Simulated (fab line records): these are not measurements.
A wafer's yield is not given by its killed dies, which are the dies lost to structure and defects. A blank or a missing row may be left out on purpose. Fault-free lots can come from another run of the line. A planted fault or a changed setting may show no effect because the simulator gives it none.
Comparing a struck lot with a sound one | flow gf180mcu | 17 steps out of a route of 602
Sound: wafers L480.1, L480.3, L480.6. Wafers struck: L493.2, L493.3, L493.5. The cause is named last.
For every step that has rows: the tool of each side, followed by ch and its chambers, followed by its first start. Under that, the readings that differ: sound wafers | struck wafers | difference of the means | sigmas: that difference in standard deviations of wafers without a fault.
alike: a reading whose means differ by less than 2 such deviations, as well as words and numbers matching on both sides. not compared: withheld readings; readings where some wafer has no value; bounds like >300 that might hide an equal value; numbers whose values overlap and for which the record gives no deviation.
The two part at a step that has a row with sigmas, a row that says differs or no value, or rows on one side only. Numbers that have no deviation but don't overlap get no sigmas and don't part them. A reading that every wafer of one side lacks parts them only if that side has two wafers or more.

first, 3 steps without rows for these wafers: GF_V2_EXPOSE_11 (exposes mask Via2, target cd 260 nm); GF_V2_PEB_12 (peb time 90 s); GF_V2_DEVELOP_13 (develop time 60 s).
GF_V2_CD_MEAS_14: the cd target is 260 nm.
  struck on cd_sem-02, day 26 12:50; sound on cd_sem-01, day 22 02:01
  reading    | sound             | struck            | difference | sigmas
  cd_nm (nm) | 258.9 259.4 258.4 | 262.2 260.8 262.6 | +3.0       | +3
GF_V2_OVL_MEAS_15:
  struck on overlay-02, day 26 12:56; sound on overlay-02, day 22 02:08
  alike: V2_OVL
GF_V2_ETCH_16: etches BARC in N2/H2.
  sound on rie_diel-03 ch 1,2, day 22 02:10; struck on rie_diel-03 ch 0,1,2, day 26 12:58
  alike: drypump_motor_current_A, h2_flow_sccm, oes_product_au, rf_fwd_power_W, throttle_valve_pct
GF_V2_ETCH_17: etches SiO2 in C4F8/O2/Ar, stops on TiN, target depth 630 nm.
  sound on rie_diel-03 ch 1,2; struck on rie_diel-03 ch 0,1,2
  alike: oes_product_au, rf_fwd_power_W
GF_V2_STRIP_18: strips in O2/N2.
  sound on plasma_asher-04 ch 0,1, day 22 02:18; struck on plasma_asher-03 ch 0, day 26 13:06
  reading                     | sound          | struck         | difference | sigmas
  drypump_motor_current_A (A) | 5.82 5.81 6.03 | 5.59 5.60 5.62 | -0.28      | -2
  heater_power_w (W)          | 377 386 342    | 282 278 281    | -88        | -2
  alike: oes_product_au
  not compared: rf_hours_counter_h
then, 2 steps without rows for these wafers: GF_V2_STRIP_19 (strips in post etch residue remover, time 1200 s); GF_V2_CLEAN_20 (cleans in DIW).
GF_V2_SPUTTER_21: material Ti, target thk 15 nm, time 80.02 s.
  struck on pvd_sputter-03, day 26 13:38; sound on pvd_sputter-02, day 22 02:50
  alike: throttle_valve_pct
GF_V2_SPUTTER_22: material TiN, target thk 10 nm, time 40 s.
  struck on pvd_sputter-03, day 26 13:41; sound on pvd_sputter-02, day 22 02:53
  alike: throttle_valve_pct
GF_V2_CVD_23: deposits W, target thk 350 nm, time 104.94 s.
  sound on cvd_w-01 ch 0,1, day 22 02:56; struck on cvd_w-01 ch 0,1, day 26 13:44
  reading                          | sound                | struck               | difference | sigmas
  susceptor_temp_C (C)             | 400.13 400.29 400.25 | 409.38 408.89 409.18 | +8.93      | +39
  model.W_of_V2_CVD_23.thk_nm (nm) | 345.3 344.2 348.2    | 409.8 407.1 405.6    | +61.6      |
  alike: heater_power_outer_w, heater_power_w
GF_V2_RS_MEAS_24: uses a four-point probe to measure.
  struck on film_metro-04, day 26 13:52; sound on film_metro-02, day 22 03:02
  reading          | sound             | struck            | difference | sigmas
  V2_W_RS (ohm/sq) | 0.332 0.334 0.329 | 0.279 0.281 0.282 | -0.051     | -16
GF_V2_THK_MEAS_25: measures by xrf.
  struck on film_metro-04, day 26 13:58; sound on film_metro-02, day 22 03:10
  reading       | sound       | struck      | difference | sigmas
  V2_W_THK (nm) | 366 363 371 | 433 426 425 | +61        | +11
then, 2 steps without rows for these wafers: GF_V2_CMP_26 (polishes, stops on SiO2, t overpolish 15 s, target thk 0 nm); GF_PASSIVATION_PROBE_99.

WHERE THEY PART
At GF_V2_CD_MEAS_14 first; at GF_V2_THK_MEAS_25 last (within this record only).

WHY: the cause the simulator had injected
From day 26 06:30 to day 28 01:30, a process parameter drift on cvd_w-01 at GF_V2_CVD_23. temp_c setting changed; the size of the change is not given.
